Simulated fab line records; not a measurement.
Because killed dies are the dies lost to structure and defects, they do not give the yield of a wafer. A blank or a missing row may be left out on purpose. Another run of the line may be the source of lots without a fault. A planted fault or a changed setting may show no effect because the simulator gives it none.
A lot that was struck, set against a sound lot :: flow sky130 :: 17 out of 708 route steps
Sound: wafers L643.1, L643.3, L643.6. Wafers struck: L638.2, L638.4, L638.6. The cause comes at the end.
Order at every step that has rows: each side's tool, ch and its chambers, its first start. Under that, the readings that differ: sound wafers :: struck wafers :: difference of the means :: sigmas: that difference in standard deviations of wafers without a fault.
alike: words and numbers the same on both sides, and readings whose means are apart by under 2 such deviations; not compared: readings that were withheld, readings missing a value for some wafer, numbers with overlapping values and no deviation given by the record, and bounds like >300 which may hide the same value.
The two part at a step that has a row with sigmas, a row that says differs or no value, or rows on one side only. When numbers do not overlap yet have no deviation, they are printed without sigmas and do not part them. A reading that every wafer of one side lacks parts them only if that side has two wafers or more.

SKY_VT_ADJUST_LVTN_OVL_MEAS_07:
  sound on overlay-02, day 11 15:13; struck on overlay-01, day 10 07:28
  alike: VT_ADJUST_LVTN_OVL
then, 1 step without rows for these wafers: SKY_VT_ADJUST_LVTN_IMPLANT_08.
SKY_VT_ADJUST_LVTN_STRIP_09: strips in O2/N2.
  sound on plasma asher-04 ch 0,1, day 11 15:24; struck on plasma asher-03 ch 0,1, day 10 07:39
  alike: drypump motor current A, oes product au, strip time to endpoint s
  not compared: rf hours counter h
SKY_VT_ADJUST_LVTN_TW_MEAS_10:
  sound on film metro-01, day 11 15:30; struck on film metro-03, day 10 07:46
  alike: VT_ADJUST_LVTN_TW
then, 7 steps without rows for these wafers: SKY_VT_ADJUST_LVTN_DEHYDRATE_11 (time 60 s); SKY_VT_ADJUST_LVTN_HMDS_12 (prime time 60 s); SKY_VT_ADJUST_LVTN_COAT_13 (resist thk 1140 nm); SKY_VT_ADJUST_LVTN_SOFTBAKE_14 (time 60 s); SKY_VT_ADJUST_LVTN_EXPOSE_15 (exposes mask HVN STD DERIVED, target cd 600 nm); SKY_VT_ADJUST_LVTN_PEB_16; SKY_VT_ADJUST_LVTN_DEVELOP_17 (develop time 60 s).
SKY_VT_ADJUST_LVTN_OVL_MEAS_18:
  sound on overlay-02, day 12 15:57; struck on overlay-02, day 11 06:43
  alike: VT_ADJUST_LVTN_01_OVL
SKY_VT_ADJUST_LVTN_IMPLANT_19:
  sound on implanter-03 ch 0, day 12 15:59; struck on implanter-04 ch 0, day 11 06:46
reading: dose ions cm2
sound: 6.49e+11 6.508e+11 6.499e+11
struck: 8.62e+11 8.627e+11 8.624e+11
difference: +2.12e+11
sigmas: +99 or more

reading: faraday current uA
sound: 3.86 3.66 3.68
struck: 4.82 4.88 4.94
difference: +1.15
sigmas: +15
  alike: beam on s
SKY_VT_ADJUST_LVTN_STRIP_20: strips in O2/N2.
  sound on plasma asher-04 ch 0,1, day 12 16:08; struck on plasma asher-04 ch 0,1, day 11 06:53
  alike: drypump motor current A, oes product au, strip time to endpoint s
  not compared: rf hours counter h
SKY_VT_ADJUST_LVTN_TW_MEAS_21:
  sound on film metro-01, day 12 16:14; struck on film metro-02, day 11 07:00
reading: VT_ADJUST_LVTN_2_TW
sound: 188.9 189.0 188.9
struck: 204.0 205.1 204.5
difference: +15.6
sigmas: +19
then, 1 step without rows for these wafers: SKY_VT_ADJUST_NCORE_DEHYDRATE_00 (time 60 s).
-- a jump in the record: the struck wafers' starts before and after are 38 days apart (it breaks off in module VT_ADJUST_NCORE and resumes in module PAD_OPEN, where the first step shown is number 708 of the route) --
SKY_PAD_OPEN_PROBE_99:
  sound on prober-02, day 50 00:44; struck on prober-02, day 49 03:25
reading: model.etest.res pwell under gate.rs ohm sq
sound: 2268 2278 2279
struck: 2252 2243 2228
difference: -34
sigmas: 

reading: model.etest.nfet g5v0d10v5.body rise v (V)
sound: 0.6724 0.6626 0.6629
struck: 0.6866 0.6892 0.6836
difference: +0.0205
sigmas: 

reading: model.etest.nfet_16v.body rise v (V)
sound: 0.6727 0.6647 0.6625
struck: 0.6858 0.6895 0.6817
difference: +0.0190
sigmas: 

reading: model.etest.nfet g5v0d10v5.vt sat v (V)
sound: 0.7665 0.7484 0.7646
struck: 0.7773 0.7744 0.778
difference: +0.0167
sigmas: 

reading: model.etest.nfet g5v0d10v5.vt v (V)
sound: 0.8238 0.8054 0.817
struck: 0.8309 0.8277 0.8298
difference: +0.0141
sigmas: 

reading: model.etest.nfet g5v0d10v5.vt long v (V)
sound: 0.8107 0.8023 0.8012
struck: 0.8127 0.8119 0.8149
difference: +0.0084
sigmas: 
  alike: killed_at_M0_to_M3, killed_at_M4_up, killed at contacts, killed at front end, killed at other, killed dies, killed open, killed short
  not compared: model.etest.nfet_16v.vt v

== WHERE THEY PART ==
Last at SKY_VT_ADJUST_LVTN_TW_MEAS_21 as far as this record goes, first at SKY_VT_ADJUST_LVTN_IMPLANT_19. Later steps at which nothing parts them and some readings are alike: SKY_PAD_OPEN_PROBE_99.

WHY: the cause the simulator had injected
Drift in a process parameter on implanter-04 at SKY_VT_ADJUST_LVTN_IMPLANT_19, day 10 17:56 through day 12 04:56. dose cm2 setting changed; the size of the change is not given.
